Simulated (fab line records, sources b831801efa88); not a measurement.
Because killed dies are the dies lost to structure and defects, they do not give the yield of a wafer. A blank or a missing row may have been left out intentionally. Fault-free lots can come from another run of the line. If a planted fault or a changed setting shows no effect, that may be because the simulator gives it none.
Matching of chambers -- flow sky130 -- rie_diel-02 running SKY_VIA1_ETCH_14: 4 sister chambers
The step etches BARC in N2/H2, stops on SiO2, time 45.9 s, target depth 60 nm. 4 wafers are shown with their chamber, then 10 later ones without.

## WAFERS PAIRED WITH THEIR CHAMBERS
wafer,chamber,drypump_motor_current_A (A)
L091.3,2,6.3
L091.6,0,5.7
L092.1,3,5.3
L092.3,1,5.8

## WAFERS WITHOUT THEIR CHAMBER
wafer,drypump_motor_current_A (A)
L092.6,6.2
L093.1,6.3
L093.4,5.8
L093.5,5.4
L094.1,5.8
L094.2,6.2
L094.3,5.7
L097.1,5.8
L097.4,5.4
L097.6,5.4

## WHICH CHAMBER EACH ONE RAN IN
wafer,from the rows above,in truth
L092.6,2,2
L093.1,2,2
L093.4,can't be placed: 1 or 0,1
L093.5,3,3
L094.1,can't be placed: 1 or 0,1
L094.2,2,2
L094.3,can't be placed: 0 or 1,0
L097.1,can't be placed: 1 or 0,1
L097.4,3,3
L097.6,3,3
6 of 10 placed correctly. Not placeable from these rows: 4 (in 4, the candidates include the true chamber). 0 placed wrongly.
How it was worked out, from the rows above alone: a wafer's distance from a chamber is the root of the sum, over the readings, of the square of ((its reading less the chamber's mean) divided by the reading's scatter). The wafer belongs to the nearest chamber; if the next one is less than 2 further off, it can't be placed. Each chamber's mean is taken over the wafers shown for it. The scatter (one wafer shown for each chamber): square how far every hidden wafer sits from the nearest shown wafer, average those squares and take the square root.
